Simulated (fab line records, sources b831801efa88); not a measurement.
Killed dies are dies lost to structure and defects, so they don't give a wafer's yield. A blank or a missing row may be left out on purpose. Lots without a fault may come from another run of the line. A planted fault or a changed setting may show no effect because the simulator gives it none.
Which tool did it? | flow sky130 | 12 lots, 34 wafers sampled, at 5 steps of a route of 708

WHAT THE GAUGES READ, wafer by wafer
SKY_SD_P_CD_MEAS_07: target cd 380 nm.
lot  | measured     | on        | cd_nm (nm)
L867 | day 27 07:34 | cd_sem-02 | 375.9 375.4 373.9
L868 | day 27 12:17 | cd_sem-02 | 376.7 374.7 377.2
L870 | day 27 23:31 | cd_sem-02 | 383.9 381.1 384.6
L872 | day 28 04:01 | cd_sem-02 | 378.2 378.8 379.0
L875 | day 28 04:55 | cd_sem-02 | 380.4 380.0 381.2
L874 | day 28 05:01 | cd_sem-02 | 378.3 376.3 376.6
L873 | day 28 05:29 | cd_sem-02 | 380.6 383.5 382.4
L881 | day 34 11:47 | cd_sem-01 | 376.6 378.8 376.4
L885 | day 34 12:22 | cd_sem-01 | 375.2 378.7
L884 | day 34 14:32 | cd_sem-01 | 377.3 378.7 375.7
L883 | day 34 14:53 | cd_sem-02 | 381.5 380.8
L886 | day 34 16:23 | cd_sem-02 | 379.7 380.1 380.8

SKY_SD_P_TW_MEAS_11.
lot  | measured     | on            | SD_P_TW
L867 | day 27 07:58 | film_metro-03 | 2791 2785 2799
L868 | day 27 12:41 | film_metro-04 | 2819 2825 2818
L870 | day 27 23:55 | film_metro-03 | 2800 2805 2788
L872 | day 28 04:25 | film_metro-03 | 2799 2798 2801
L875 | day 28 05:19 | film_metro-03 | 2801 2801 2792
L874 | day 28 05:25 | film_metro-04 | 2824 2835 2833
L873 | day 28 05:53 | film_metro-02 | 2871 2877 2884
L881 | day 34 12:10 | film_metro-03 | 2750 2758 2759
L885 | day 34 12:46 | film_metro-02 | 2876 2865
L884 | day 34 14:57 | film_metro-03 | 2774 2771 2764
L883 | day 34 15:16 | film_metro-02 | 2862 2884
L886 | day 34 16:48 | film_metro-03 | 2764 2777 2775

SKY_VIA2_THK_MEAS_01.
lot  | measured     | on            | VIA2_HDPCVD_THK (nm)
L867 | day 37 00:44 | film_metro-02 | 1164 1175 1172
L868 | day 37 04:32 | film_metro-01 | 1166 1165 1170
L870 | day 37 16:46 | film_metro-04 | 1177 1193 1177
L872 | day 37 20:42 | film_metro-02 | 1177 1181 1167
L875 | day 37 20:54 | film_metro-01 | 1190 1156 1178
L874 | day 37 21:14 | film_metro-04 | 1161 1177 1161
L873 | day 37 22:14 | film_metro-04 | 1178 1181 1167
L881 | day 43 16:14 | film_metro-01 | 1179 1173 1165
L885 | day 44 04:01 | film_metro-04 | 1164 1129
L884 | day 43 17:43 | film_metro-02 | 1168 1184 1189
L883 | day 43 20:50 | film_metro-04 | 1160 1103
L886 | day 43 21:10 | film_metro-01 | 1173 1180 1174

WHICH TOOL RAN EACH LOT (tool, then ch and the chambers of the sampled wafers, then the start)
lot  | SKY_METAL2_SPUTTER_03        | SKY_VIA2_HDPCVD_00
L867 | pvd_sputter-01, day 35 20:26 | hdpcvd-02 ch 0,2, day 37 00:37
L868 | pvd_sputter-02, day 36 00:35 | hdpcvd-01 ch 1,2, day 37 04:23
L870 | pvd_sputter-02, day 36 12:13 | hdpcvd-01 ch 0,1,2, day 37 16:38
L872 | pvd_sputter-02, day 36 16:20 | hdpcvd-02 ch 0,1,2, day 37 20:34
L875 | pvd_sputter-01, day 36 16:26 | hdpcvd-01 ch 0,1,2, day 37 20:46
L874 | pvd_sputter-02, day 36 16:47 | hdpcvd-02 ch 0,1,2, day 37 21:07
L873 | pvd_sputter-04, day 36 17:04 | hdpcvd-01 ch 0,1,2, day 37 22:05
L881 | pvd_sputter-02, day 42 13:55 | hdpcvd-02 ch 1,2, day 43 16:06
L885 | pvd_sputter-01, day 42 14:52 | hdpcvd-01 ch 2, day 44 03:53
L884 | pvd_sputter-04, day 42 15:23 | hdpcvd-02 ch 0,1,2, day 43 17:35
L883 | pvd_sputter-01, day 42 17:42 | hdpcvd-01 ch 2, day 43 20:41
L886 | pvd_sputter-04, day 42 18:23 | hdpcvd-02 ch 1,2, day 43 21:02
- SKY_METAL2_SPUTTER_03: material Ti, target thk 5 nm, time 3.3 s.
- SKY_VIA2_HDPCVD_00: deposits SiO2, target thk 1180 nm, time 196.7 s.

WHAT THE TOOLS THEMSELVES READ (means of the sampled wafers that have a number; where no wafer has one, the mark that the record gives instead)
SKY_METAL2_SPUTTER_03.
lot  | tool           | throttle_valve_pct (%)
L867 | pvd_sputter-01 | 29.0
L868 | pvd_sputter-02 | 30.1
L870 | pvd_sputter-02 | 29.5
L872 | pvd_sputter-02 | 29.7
L875 | pvd_sputter-01 | 28.7
L874 | pvd_sputter-02 | 29.4
L873 | pvd_sputter-04 | 30.5
L881 | pvd_sputter-02 | 30.3
L885 | pvd_sputter-01 | 28.7
L884 | pvd_sputter-04 | 30.3
L883 | pvd_sputter-01 | 29.2
L886 | pvd_sputter-04 | 30.6

SKY_VIA2_HDPCVD_00.
lot  | tool      | run_length_s (s) | sih4_flow_sccm (sccm)
L867 | hdpcvd-02 | 223.9            | 59.95
L868 | hdpcvd-01 | 224.3            | 59.97
L870 | hdpcvd-01 | 224.1            | 60.15
L872 | hdpcvd-02 | 224.4            | 60.00
L875 | hdpcvd-01 | 224.2            | 59.91
L874 | hdpcvd-02 | 224.6            | 60.18
L873 | hdpcvd-01 | 224.2            | 59.76
L881 | hdpcvd-02 | 224.4            | 60.08
L885 | hdpcvd-01 | 218.9            | 60.05
L884 | hdpcvd-02 | 224.5            | 60.02
L883 | hdpcvd-01 | 218.9            | 59.97
L886 | hdpcvd-02 | 224.6            | 60.01

THE ANSWER, worked out from the rows above alone
Rule: what is usual is taken from the lots themselves. Put in order of their means at a reading, lots are off if they are a third of the lots or fewer, leave a main group of 4 or more, and stand apart from it by a gap of 3 or more times the standard deviation of the main group's means; of several such gaps the widest counts. A main group whose means are all the same, to the digits that the tables above print for the reading, isn't used. A lot without any number at a reading at which 4 lots or more have one is off too. The other lots that the step has rows for count as sound. The gauges are gone through in route order, then the tools' own readings, and for those a lot's mean is taken as printed above. The first step at which some lot is off is used, and at that step the reading that is off furthest; a lot without a number counts as furthest.
Off: L885, L883, at SKY_VIA2_THK_MEAS_01 (VIA2_HDPCVD_THK). The main group: mean 1174 nm, standard deviation 4.9.
A tool fits if, at a process step before that reading, it ran every lot that is off, and no sound lot after the first of them. The gauges at SKY_VIA2_THK_MEAS_01 aren't tried: what is off there is off at SKY_VIA2_HDPCVD_00 too, on other tools, and a gauge's error can't cause that. Can't be told from this: 2 tools fit, pvd_sputter-01 at SKY_METAL2_SPUTTER_03, hdpcvd-01 at SKY_VIA2_HDPCVD_00.

WHAT THE SIMULATOR HAD PUT IN
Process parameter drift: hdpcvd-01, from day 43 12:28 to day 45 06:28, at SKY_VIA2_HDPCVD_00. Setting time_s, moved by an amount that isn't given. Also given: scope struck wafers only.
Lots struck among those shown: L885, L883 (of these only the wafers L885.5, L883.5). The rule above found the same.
